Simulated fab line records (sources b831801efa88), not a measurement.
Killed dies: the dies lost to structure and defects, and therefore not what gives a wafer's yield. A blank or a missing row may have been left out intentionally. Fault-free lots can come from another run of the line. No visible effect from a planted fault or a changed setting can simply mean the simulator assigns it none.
Chamber matching / flow sky130 / SKY_POLY_GATE_ETCH_17 on rieSi-02: 4 sister chambers
The step etches poly-Si in HBr/Cl2, stops on SiO2, target depth 180 nm, time 70.5 s. 16 wafers are shown with their chamber, then 8 later ones without.

== WAFERS WITH THEIR CHAMBER ==
wafer=L752.1; chamber=0; drypumpMotorCurrentA (A)=6.2; throttleValvePct (%)=33.696; mfcCl2Sccm (sccm)=49.90
wafer=L752.2; chamber=3; drypumpMotorCurrentA (A)=5.9; throttleValvePct (%)=33.672; mfcCl2Sccm (sccm)=50.26
wafer=L752.3; chamber=1; drypumpMotorCurrentA (A)=5.7; throttleValvePct (%)=33.686; mfcCl2Sccm (sccm)=49.82
wafer=L755.3; chamber=0; drypumpMotorCurrentA (A)=6.3; throttleValvePct (%)=33.698; mfcCl2Sccm (sccm)=50.28
wafer=L755.4; chamber=2; drypumpMotorCurrentA (A)=5.9; throttleValvePct (%)=33.680; mfcCl2Sccm (sccm)=50.32
wafer=L755.6; chamber=2; drypumpMotorCurrentA (A)=5.9; throttleValvePct (%)=33.679; mfcCl2Sccm (sccm)=50.24
wafer=L756.1; chamber=1; drypumpMotorCurrentA (A)=5.7; throttleValvePct (%)=33.668; mfcCl2Sccm (sccm)=50.09
wafer=L756.4; chamber=2; drypumpMotorCurrentA (A)=5.9; throttleValvePct (%)=33.676; mfcCl2Sccm (sccm)=50.18
wafer=L756.6; chamber=2; drypumpMotorCurrentA (A)=5.9; throttleValvePct (%)=33.684; mfcCl2Sccm (sccm)=50.29
wafer=L757.1; chamber=2; drypumpMotorCurrentA (A)=5.9; throttleValvePct (%)=33.663; mfcCl2Sccm (sccm)=49.83
wafer=L757.2; chamber=3; drypumpMotorCurrentA (A)=5.9; throttleValvePct (%)=33.685; mfcCl2Sccm (sccm)=50.21
wafer=L757.6; chamber=0; drypumpMotorCurrentA (A)=6.3; throttleValvePct (%)=33.693; mfcCl2Sccm (sccm)=49.82
wafer=L758.1; chamber=0; drypumpMotorCurrentA (A)=6.3; throttleValvePct (%)=33.671; mfcCl2Sccm (sccm)=50.05
wafer=L758.2; chamber=2; drypumpMotorCurrentA (A)=5.9; throttleValvePct (%)=33.679; mfcCl2Sccm (sccm)=50.13
wafer=L758.6; chamber=2; drypumpMotorCurrentA (A)=5.9; throttleValvePct (%)=33.677; mfcCl2Sccm (sccm)=49.96
wafer=L760.2; chamber=1; drypumpMotorCurrentA (A)=5.7; throttleValvePct (%)=33.664; mfcCl2Sccm (sccm)=50.12

SIGNATURES (means of the wafers above)
reading=drypumpMotorCurrentA; chamber 0=6.275; chamber 1=5.700; chamber 2=5.900; chamber 3=5.900; scatter within a chamber=0.025
reading=throttleValvePct; chamber 0=33.68950; chamber 1=33.67267; chamber 2=33.67686; chamber 3=33.67850; scatter within a chamber=0.00954
reading=mfcCl2Sccm; chamber 0=50.0125; chamber 1=50.0100; chamber 2=50.1357; chamber 3=50.2350; scatter within a chamber=0.176
Rule: a wafer lies at a distance from a chamber equal to the root of the sum of squares, over the readings, of (its reading less the chamber's mean, divided by the reading's scatter). The wafer belongs to the nearest chamber; if the next one is less than 2 further off, it can't be placed. How the scatter is found: for the shown wafers, subtract from each reading the mean of its chamber, square and add these, divide the total by (wafers less chambers), then take the root.

== WAFERS MISSING THEIR CHAMBER ==
wafer=L760.3; drypumpMotorCurrentA (A)=5.9; throttleValvePct (%)=33.683; mfcCl2Sccm (sccm)=49.64
wafer=L760.5; drypumpMotorCurrentA (A)=5.9; throttleValvePct (%)=33.675; mfcCl2Sccm (sccm)=49.90
wafer=L762.1; drypumpMotorCurrentA (A)=6.3; throttleValvePct (%)=33.695; mfcCl2Sccm (sccm)=49.98
wafer=L762.4; drypumpMotorCurrentA (A)=5.8; throttleValvePct (%)=33.677; mfcCl2Sccm (sccm)=50.10
wafer=L762.5; drypumpMotorCurrentA (A)=5.8; throttleValvePct (%)=33.681; mfcCl2Sccm (sccm)=50.52
wafer=L764.1; drypumpMotorCurrentA (A)=5.9; throttleValvePct (%)=33.691; mfcCl2Sccm (sccm)=49.98
wafer=L764.5; drypumpMotorCurrentA (A)=5.7; throttleValvePct (%)=33.680; mfcCl2Sccm (sccm)=49.81
wafer=L764.6; drypumpMotorCurrentA (A)=6.3; throttleValvePct (%)=33.696; mfcCl2Sccm (sccm)=49.99

== WHICH CHAMBER EACH ONE RAN IN ==
wafer=L760.3; from the rows above=can't be placed: 2 or 3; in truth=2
wafer=L760.5; from the rows above=can't be placed: 2 or 3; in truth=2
wafer=L762.1; from the rows above=0; in truth=0
wafer=L762.4; from the rows above=can't be placed: 2 or 1 or 3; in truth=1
wafer=L762.5; from the rows above=can't be placed: 3 or 2 or 1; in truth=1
wafer=L764.1; from the rows above=can't be placed: 2 or 3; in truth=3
wafer=L764.5; from the rows above=1; in truth=1
wafer=L764.6; from the rows above=0; in truth=0
Correct placement for 3 of the 8. Cannot be placed on the basis of these rows: 5; the candidates contain the true chamber in 5. Wrongly placed: 0.
